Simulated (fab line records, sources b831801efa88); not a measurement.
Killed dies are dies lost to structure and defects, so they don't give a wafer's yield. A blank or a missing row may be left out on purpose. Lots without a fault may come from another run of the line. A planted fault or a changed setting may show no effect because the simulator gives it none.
Which tool did it? | flow sky130 | 13 lots, 39 wafers sampled, at 5 steps of a route of 708

WHAT THE GAUGES READ, wafer by wafer
SKY_FIELD_ISO_BOW_MEAS_00. Usual: INCOMING_BOW -1 um, standard deviation 6.9.
lot  | measured    | on            | INCOMING_BOW (um) | flag
L767 | day 1 10:00 | film_metro-02 | 10 7 3            |
L768 | day 1 15:00 | film_metro-01 | -1 -2 2           |
L772 | day 2 11:00 | film_metro-03 | 7 6 1             |
L779 | day 3 22:00 | film_metro-01 | 4 1 15            |
L780 | day 4 03:02 | film_metro-01 | -4 -6 -8          |
L782 | day 4 13:00 | film_metro-03 | 2 0 15            |
L784 | day 4 23:01 | film_metro-03 | 3 6 5             |
L785 | day 5 04:02 | film_metro-01 | 5 -3 -8           |
L786 | day 5 09:02 | film_metro-03 | -1 2 -8           |
L787 | day 5 14:00 | film_metro-01 | -10 -9 -5         |
L788 | day 5 19:01 | film_metro-01 | -1 -3 6           |
L789 | day 6 00:00 | film_metro-03 | 2 6 -11           |
L790 | day 6 05:00 | film_metro-01 | -6 4 -2           |

SKY_NWELL_TW_MEAS_15. Usual: NWELL_TW 1817, standard deviation 22.
lot  | measured     | on            | NWELL_TW       | flag
L767 | day 4 13:42  | film_metro-04 | 1836 1833 1830 |
L768 | day 4 20:38  | film_metro-03 | 1787 1769 1775 |
L772 | day 5 21:47  | film_metro-02 | 30 30 30       | OFF
L779 | day 7 10:12  | film_metro-02 | 1831 1820 1832 |
L780 | day 7 14:02  | film_metro-04 | 1838 1827 1836 |
L782 | day 8 01:39  | film_metro-04 | 1822 1838 1817 |
L784 | day 9 00:30  | film_metro-03 | 1785 1786 1792 |
L785 | day 9 11:40  | film_metro-02 | 1831 1825 1829 |
L786 | day 9 12:25  | film_metro-02 | 1822 1825 1824 |
L787 | day 9 23:26  | film_metro-04 | 1828 1826 1822 |
L788 | day 9 23:06  | film_metro-04 | 1838 1829 1836 |
L789 | day 10 01:39 | film_metro-03 | 1776 1785 1769 |
L790 | day 11 14:06 | film_metro-03 | 1786 1789 1784 |

SKY_VT_ADJUST_HVTR_CD_MEAS_07: target cd 380 nm. Usual: cd_nm 379.3 nm, standard deviation 2.3.
lot  | measured     | on        | cd_nm (nm)        | flag
L767 | day 9 03:37  | cd_sem-01 | 378.6 378.3 379.9 |
L768 | day 9 13:37  | cd_sem-02 | 377.6 375.5 378.7 |
L772 | day 10 20:30 | cd_sem-02 | 377.6 377.1 378.6 |
L779 | day 12 22:55 | cd_sem-01 | 379.2 379.3 379.8 |
L780 | day 13 03:31 | cd_sem-01 | 380.3 381.3 382.4 |
L782 | day 13 21:19 | cd_sem-01 | 379.4 379.0 377.4 |
L784 | day 14 23:37 | cd_sem-02 | 377.9 375.9 377.9 |
L785 | day 15 15:50 | cd_sem-02 | 378.9 377.4 379.8 |
L786 | day 15 16:50 | cd_sem-02 | 379.2 377.5 381.6 |
L787 | day 16 06:00 | cd_sem-02 | 376.4 376.1 377.9 |
L788 | day 16 05:43 | cd_sem-01 | 380.4 381.0 380.7 |
L789 | day 16 09:37 | cd_sem-01 | 378.4 377.5 379.8 |
L790 | day 18 07:54 | cd_sem-01 | 379.6 380.8 379.4 |

WHICH TOOL RAN EACH LOT (tool, then ch and the chambers of the sampled wafers, then the start)
lot  | SKY_PWDE_STRIP_09                    | SKY_NWELL_STRIP_14
L767 | plasma_asher-03 ch 0,1, day 3 19:57  | plasma_asher-04 ch 0,1, day 4 13:36
L768 | plasma_asher-02 ch 0,1, day 4 03:14  | plasma_asher-04 ch 0,1, day 4 20:32
L772 | plasma_asher-03 ch 0,1, day 5 03:53  | plasma_asher-01 ch 0,1, day 5 21:41
L779 | plasma_asher-01 ch 0,1, day 6 17:18  | plasma_asher-04 ch 1, day 7 10:06
L780 | plasma_asher-01 ch 0,1, day 6 21:04  | plasma_asher-01 ch 0,1, day 7 13:56
L782 | plasma_asher-02 ch 0,1, day 7 07:36  | plasma_asher-04 ch 0,1, day 8 01:33
L784 | plasma_asher-02 ch 0,1, day 8 02:23  | plasma_asher-01 ch 0,1, day 9 00:23
L785 | plasma_asher-01 ch 0,1, day 8 14:50  | plasma_asher-01 ch 0,1, day 9 11:35
L786 | plasma_asher-02 ch 0,1, day 8 14:55  | plasma_asher-02 ch 0,1, day 9 12:20
L787 | plasma_asher-01 ch 0,1, day 9 01:12  | plasma_asher-02 ch 0,1, day 9 23:20
L788 | plasma_asher-03 ch 0,1, day 9 01:11  | plasma_asher-04 ch 0,1, day 9 22:59
L789 | plasma_asher-03 ch 1, day 9 03:35    | plasma_asher-02 ch 0,1, day 10 01:33
L790 | plasma_asher-03 ch 0,1, day 10 14:44 | plasma_asher-04 ch 0,1, day 11 14:00
- SKY_PWDE_STRIP_09: strips in O2/N2.
- SKY_NWELL_STRIP_14: strips in O2/N2.

WHAT THE TOOLS THEMSELVES READ (means of the sampled wafers that have a number; where no wafer has one, the mark that the record gives instead)
SKY_PWDE_STRIP_09. Usual: drypump_motor_current_A 5.9 A, standard deviation 0.43; oes_product_au 0.723 a.u., standard deviation 0.0044; strip_time_to_endpoint_s 36.91 s, standard deviation 0.12.
lot  | tool            | drypump_motor_current_A (A) | oes_product_au (a.u.) | strip_time_to_endpoint_s (s) | flag
L767 | plasma_asher-03 | 5.8                         | 0.726                 | 36.92                        |
L768 | plasma_asher-02 | 5.9                         | 0.724                 | 36.83                        |
L772 | plasma_asher-03 | 5.8                         | 0.939                 | -                            | OFF
L779 | plasma_asher-01 | 6.0                         | 0.723                 | 36.94                        |
L780 | plasma_asher-01 | 6.4                         | 0.722                 | 36.78                        |
L782 | plasma_asher-02 | 5.9                         | 0.719                 | 36.87                        |
L784 | plasma_asher-02 | 5.8                         | 0.725                 | 37.04                        |
L785 | plasma_asher-01 | 6.4                         | 0.725                 | 36.91                        |
L786 | plasma_asher-02 | 5.9                         | 0.722                 | 37.01                        |
L787 | plasma_asher-01 | 6.4                         | 0.724                 | 36.80                        |
L788 | plasma_asher-03 | 5.5                         | 0.723                 | 36.89                        |
L789 | plasma_asher-03 | 5.3                         | 0.723                 | 36.83                        |
L790 | plasma_asher-03 | 5.8                         | 0.720                 | 36.93                        |

SKY_NWELL_STRIP_14. Usual: drypump_motor_current_A 5.7 A, standard deviation 0.43; oes_product_au 0.722 a.u., standard deviation 0.0041; strip_time_to_endpoint_s 36.91 s, standard deviation 0.089.
lot  | tool            | drypump_motor_current_A (A) | oes_product_au (a.u.) | strip_time_to_endpoint_s (s) | flag
L767 | plasma_asher-04 | 5.3                         | 0.721                 | 36.86                        |
L768 | plasma_asher-04 | 5.3                         | 0.723                 | 36.82                        |
L772 | plasma_asher-01 | 6.0                         | 0.729                 | 58.21                        | OFF
L779 | plasma_asher-04 | 5.3                         | 0.722                 | 36.90                        |
L780 | plasma_asher-01 | 6.0                         | 0.722                 | 36.97                        |
L782 | plasma_asher-04 | 5.3                         | 0.721                 | 36.78                        |
L784 | plasma_asher-01 | 6.4                         | 0.722                 | 36.98                        |
L785 | plasma_asher-01 | 6.0                         | 0.722                 | 36.99                        |
L786 | plasma_asher-02 | 5.9                         | 0.723                 | 36.97                        |
L787 | plasma_asher-02 | 5.8                         | 0.719                 | 36.88                        |
L788 | plasma_asher-04 | 5.3                         | 0.722                 | 37.00                        |
L789 | plasma_asher-02 | 5.9                         | 0.719                 | 36.92                        |
L790 | plasma_asher-04 | 5.3                         | 0.724                 | 36.95                        |

THE ANSWER, worked out from the rows above alone
Rule: a lot is off if the mean of its wafers that have a number lies more than 3 standard deviations from the usual mean. A lot without any number at a reading at which 4 lots or more have one is off too. The other lots that the step has rows for count as sound. The gauges are gone through in route order, then the tools' own readings, and for those a lot's mean is taken as printed above. The first step at which some lot is off is used, and at that step the reading that is off furthest; a lot without a number counts as furthest.
Off: L772, at SKY_NWELL_TW_MEAS_15 (NWELL_TW).
A tool fits if, at a process step before that reading, it ran every lot that is off, and no sound lot after the first of them. The gauges at SKY_NWELL_TW_MEAS_15 aren't tried: what is off there is off at SKY_PWDE_STRIP_09 too, on other tools, and a gauge's error can't cause that. None of those tried fits.

WHAT THE SIMULATOR HAD PUT IN
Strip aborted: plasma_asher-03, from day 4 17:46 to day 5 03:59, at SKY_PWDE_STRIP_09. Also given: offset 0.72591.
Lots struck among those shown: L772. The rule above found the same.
